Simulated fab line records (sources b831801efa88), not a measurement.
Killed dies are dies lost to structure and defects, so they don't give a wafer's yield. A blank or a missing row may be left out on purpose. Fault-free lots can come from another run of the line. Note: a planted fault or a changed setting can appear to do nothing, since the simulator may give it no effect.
Which tool is to blame? + flow gf180mcu + Sampling: 14 lots, 42 wafers, 4 of 602 route steps

## WHAT THE GAUGES SHOWED, per wafer
GF_M5_OVL_MEAS_08. Usual: M5_OVL gives 4 nm (standard deviation 5.3).
| lot  | measured     | on         | M5_OVL (nm) | flag |
|------|--------------|------------|-------------|------|
| L604 | day 26 12:49 | overlay-02 | 9 16 2      |      |
| L605 | day 26 19:57 | overlay-01 | - - -       | OFF  |
| L606 | day 27 05:38 | overlay-02 | - - -       | OFF  |
| L607 | day 27 12:16 | overlay-01 | 7 0 -5      |      |
| L608 | day 27 18:33 | overlay-02 | 3 5 -2      |      |
| L609 | day 28 12:09 | overlay-02 | -4 12 4     |      |
| L612 | day 29 02:53 | overlay-02 | 2 0 -1      |      |
| L615 | day 30 00:16 | overlay-02 | 3 -3 3      |      |
| L616 | day 30 02:27 | overlay-02 | -6 -3 -6    |      |
| L622 | day 31 21:23 | overlay-01 | 10 12 8     |      |
| L623 | day 32 00:08 | overlay-01 | 7 0 10      |      |
| L624 | day 32 07:32 | overlay-02 | 9 -1 5      |      |
| L625 | day 32 11:46 | overlay-01 | 6 8 3       |      |
| L626 | day 33 01:10 | overlay-02 | 5 5 6       |      |

## WHICH TOOL RAN EACH LOT (tool, then ch and the chambers of the sampled wafers, then the start)
| lot  | GF_V4_STRIP_18                       | GF_V4_SPUTTER_22             | GF_M5_EXPOSE_04                   |
|------|--------------------------------------|------------------------------|-----------------------------------|
| L604 | plasma-asher-01 ch 0,1, day 24 16:42 | pvd-sputter-02, day 24 17:16 | krf-scanner-01 ch 0, day 26 02:19 |
| L605 | plasma-asher-01 ch 0,1, day 25 00:36 | pvd-sputter-03, day 25 01:14 | krf-scanner-01, day 26 09:35      |
| L606 | plasma-asher-01 ch 1, day 25 10:15   | pvd-sputter-01, day 25 10:51 | krf-scanner-02, day 26 20:01      |
| L607 | plasma-asher-03 ch 0, day 25 18:07   | pvd-sputter-02, day 25 18:43 | krf-scanner-02 ch 0, day 27 02:43 |
| L608 | plasma-asher-03 ch 0,1, day 25 23:31 | pvd-sputter-03, day 26 00:07 | krf-scanner-01 ch 0, day 27 08:35 |
| L609 | plasma-asher-03 ch 0,1, day 26 18:25 | pvd-sputter-02, day 26 19:02 | krf-scanner-01 ch 0, day 28 02:28 |
| L612 | plasma-asher-04 ch 1, day 27 08:37   | pvd-sputter-03, day 27 09:14 | krf-scanner-02 ch 0, day 28 17:33 |
| L615 | plasma-asher-01 ch 0,1, day 28 08:38 | pvd-sputter-03, day 28 09:14 | krf-scanner-01 ch 0, day 29 15:39 |
| L616 | plasma-asher-04 ch 0,1, day 28 10:52 | pvd-sputter-01, day 28 11:29 | krf-scanner-01 ch 0, day 29 17:42 |
| L622 | plasma-asher-04 ch 0,1, day 30 07:54 | pvd-sputter-03, day 30 08:28 | krf-scanner-01 ch 0, day 31 12:42 |
| L623 | plasma-asher-04 ch 0,1, day 30 12:23 | pvd-sputter-03, day 30 12:58 | krf-scanner-01 ch 0, day 31 15:32 |
| L624 | plasma-asher-01 ch 0,1, day 30 18:46 | pvd-sputter-01, day 30 19:22 | krf-scanner-01 ch 0, day 31 23:14 |
| L625 | plasma-asher-04 ch 0,1, day 30 23:55 | pvd-sputter-01, day 31 00:31 | krf-scanner-02 ch 0, day 32 03:28 |
| L626 | plasma-asher-03 ch 0,1, day 31 14:19 | pvd-sputter-01, day 31 15:15 | krf-scanner-02 ch 0, day 32 17:34 |
- GF_V4_STRIP_18: strips in O2/N2.
- GF_V4_SPUTTER_22: material TiN, target thk 10 nm, time 40 s.
- GF_M5_EXPOSE_04: exposes mask Metal5, target cd 280 nm.

## AS READ BY THE TOOLS THEMSELVES (means over the sampled wafers that have a number; for cases with no such wafer, the mark the record gives instead)
GF_V4_STRIP_18. Usual: drypump-motor-current-A 5.7 A, standard deviation 0.51; heater-power-w 312 W, standard deviation 29; oes-product-au 0.594 a.u., standard deviation 0.0047.
| lot  | tool            | drypump-motor-current-A (A) | heater-power-w (W) | oes-product-au (a.u.) | flag |
|------|-----------------|-----------------------------|--------------------|-----------------------|------|
| L604 | plasma-asher-01 | 5.7                         | 328                | 0.600                 |      |
| L605 | plasma-asher-01 | 5.6                         | 338                | 0.592                 |      |
| L606 | plasma-asher-01 | 5.8                         | 316                | 0.597                 |      |
| L607 | plasma-asher-03 | 6.0                         | 266                | 0.594                 |      |
| L608 | plasma-asher-03 | 6.1                         | 298                | 0.596                 |      |
| L609 | plasma-asher-03 | 6.1                         | 325                | 0.591                 |      |
| L612 | plasma-asher-04 | 6.1                         | 297                | 0.594                 |      |
| L615 | plasma-asher-01 | 5.6                         | 341                | 0.593                 |      |
| L616 | plasma-asher-04 | 5.7                         | 300                | 0.595                 |      |
| L622 | plasma-asher-04 | 5.7                         | 299                | 0.599                 |      |
| L623 | plasma-asher-04 | 5.2                         | 299                | 0.594                 |      |
| L624 | plasma-asher-01 | 5.7                         | 331                | 0.596                 |      |
| L625 | plasma-asher-04 | 5.3                         | 298                | 0.595                 |      |
| L626 | plasma-asher-03 | 6.1                         | 292                | 0.590                 |      |

GF_V4_SPUTTER_22. Usual: 29.9 % for throttle-valve-pct, sd 1.2.
| lot  | tool           | throttle-valve-pct (%) | flag |
|------|----------------|------------------------|------|
| L604 | pvd-sputter-02 | 29.9                   |      |
| L605 | pvd-sputter-03 | 30.3                   |      |
| L606 | pvd-sputter-01 | 30.2                   |      |
| L607 | pvd-sputter-02 | 30.6                   |      |
| L608 | pvd-sputter-03 | 29.9                   |      |
| L609 | pvd-sputter-02 | 29.4                   |      |
| L612 | pvd-sputter-03 | 29.9                   |      |
| L615 | pvd-sputter-03 | 30.5                   |      |
| L616 | pvd-sputter-01 | 28.8                   |      |
| L622 | pvd-sputter-03 | 30.4                   |      |
| L623 | pvd-sputter-03 | 30.4                   |      |
| L624 | pvd-sputter-01 | 29.4                   |      |
| L625 | pvd-sputter-01 | 28.8                   |      |
| L626 | pvd-sputter-01 | 29.9                   |      |

GF_M5_EXPOSE_04. Usual: exposure-dose-mJ-cm2 27.943, standard deviation 0.026; focus-offset-nm 0.0 nm, standard deviation 0.5.
| lot  | tool           | exposure-dose-mJ-cm2 | focus-offset-nm (nm) | flag |
|------|----------------|----------------------|----------------------|------|
| L604 | krf-scanner-01 | 27.973               | -0.2                 |      |
| L605 | krf-scanner-01 | -                    | -                    | OFF  |
| L606 | krf-scanner-02 | -                    | -                    | OFF  |
| L607 | krf-scanner-02 | 27.944               | 0.1                  |      |
| L608 | krf-scanner-01 | 27.972               | -0.0                 |      |
| L609 | krf-scanner-01 | 27.930               | 0.3                  |      |
| L612 | krf-scanner-02 | 27.937               | -0.3                 |      |
| L615 | krf-scanner-01 | 27.975               | 0.2                  |      |
| L616 | krf-scanner-01 | 27.942               | -0.4                 |      |
| L622 | krf-scanner-01 | 27.893               | -0.3                 |      |
| L623 | krf-scanner-01 | 27.940               | -0.3                 |      |
| L624 | krf-scanner-01 | 27.934               | 0.1                  |      |
| L625 | krf-scanner-02 | 27.939               | -0.1                 |      |
| L626 | krf-scanner-02 | 27.955               | 0.4                  |      |

## THE ANSWER, worked out from the rows above alone
Rule: take the mean of a lot's wafers that have a number; if it is more than 3 standard deviations from the usual mean, the lot is off. A lot without any number at a reading at which 4 lots or more have one is off too. All remaining lots with rows at the step are treated as sound. After the gauges, taken in route order, come the tools' own readings; for these a lot's mean is taken, as printed above. At the first step where some lot is off, the reading lying furthest off is the one used; lots without a number count as furthest.
Off: at GF_M5_OVL_MEAS_08 (M5_OVL), L605, L606. Without a number there: L605, L606.
A tool fits if, at a process step before that reading, it ran every lot that is off, and no sound lot after the first of them. Not tried: the gauges at GF_M5_OVL_MEAS_08; whatever is off there is also off at GF_M5_EXPOSE_04, on other tools, and gauge error can't account for it. Of those tried, none fits.

## WHAT THE SIMULATOR HAD PUT IN
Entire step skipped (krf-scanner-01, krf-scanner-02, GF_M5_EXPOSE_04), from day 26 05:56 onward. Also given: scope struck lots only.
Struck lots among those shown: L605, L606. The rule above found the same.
